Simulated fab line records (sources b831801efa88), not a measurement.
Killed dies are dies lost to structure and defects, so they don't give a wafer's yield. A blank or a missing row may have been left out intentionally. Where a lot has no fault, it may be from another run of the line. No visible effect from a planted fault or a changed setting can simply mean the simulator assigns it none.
Matching of chambers	flow sky130	SKY_VIA2_CMP_02 on cmp-02 has 4 sister chambers
The step polishes SiO2. 24 wafers are shown with their chamber, then 12 later ones without.

## WAFERS, EACH WITH ITS CHAMBER
wafer	chamber	motor-current-A (A)	platen-rpm (rpm)
L076.3	2	12.0	59.96
L076.4	0	9.4	59.97
L076.6	0	9.6	59.99
L077.1	1	12.8	60.02
L077.2	2	12.0	59.99
L077.4	0	9.4	60.00
L078.2	0	9.7	59.99
L078.3	2	11.2	60.02
L078.4	3	11.1	59.92
L082.1	1	12.6	60.01
L082.3	0	9.1	60.00
L082.6	2	11.3	59.98
L083.1	3	11.4	60.11
L083.2	0	9.7	59.99
L083.3	2	11.2	60.10
L085.2	1	13.0	60.03
L085.4	0	9.8	60.01
L085.5	0	9.3	60.02
L087.2	0	9.7	60.06
L087.3	3	11.5	59.91
L087.5	2	11.4	59.98
L089.1	2	11.9	60.05
L089.5	3	11.1	59.97
L089.6	0	9.7	59.94

SIGNATURES (averages over the wafers above)
reading	chamber 0	chamber 1	chamber 2	chamber 3	scatter within a chamber
motor-current-A	9.540	12.800	11.571	11.275	0.276
platen-rpm	59.9970	60.0200	60.0114	59.9775	0.0495
Rule: a wafer's distance from a chamber is the root of the sum, over the readings, of the square of ((its reading less the chamber's mean) divided by the reading's scatter). The wafer belongs to the nearest chamber; if the next one is less than 2 further off, it can't be placed. The scatter: take each reading less its chamber's mean, square it, sum over the shown wafers, divide by the number of wafers less the number of chambers, and take the root.

## WAFERS WITHOUT THEIR CHAMBER
wafer	motor-current-A (A)	platen-rpm (rpm)
L090.2	9.3	59.95
L090.4	11.5	60.01
L090.6	10.8	60.08
L093.2	11.6	59.96
L093.3	9.7	60.03
L093.5	11.8	59.99
L094.1	11.2	60.01
L094.3	11.2	59.99
L094.6	11.3	60.02
L095.1	13.2	60.07
L095.4	9.7	59.99
L095.5	9.6	59.94

## CHAMBER TAKEN BY EACH
wafer	from the rows above	in truth
L090.2	0	0
L090.4	can't be placed: 2 or 3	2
L090.6	can't be placed: 3 or 2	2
L093.2	can't be placed: 2 or 3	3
L093.3	0	0
L093.5	can't be placed: 2 or 3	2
L094.1	can't be placed: 3 or 2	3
L094.3	can't be placed: 3 or 2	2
L094.6	can't be placed: 3 or 2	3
L095.1	1	1
L095.4	0	0
L095.5	0	0
Correct placement for 5 of the 12. Not placeable from these rows: 7 (in 7, the candidates include the true chamber). Wrongly placed: 0.
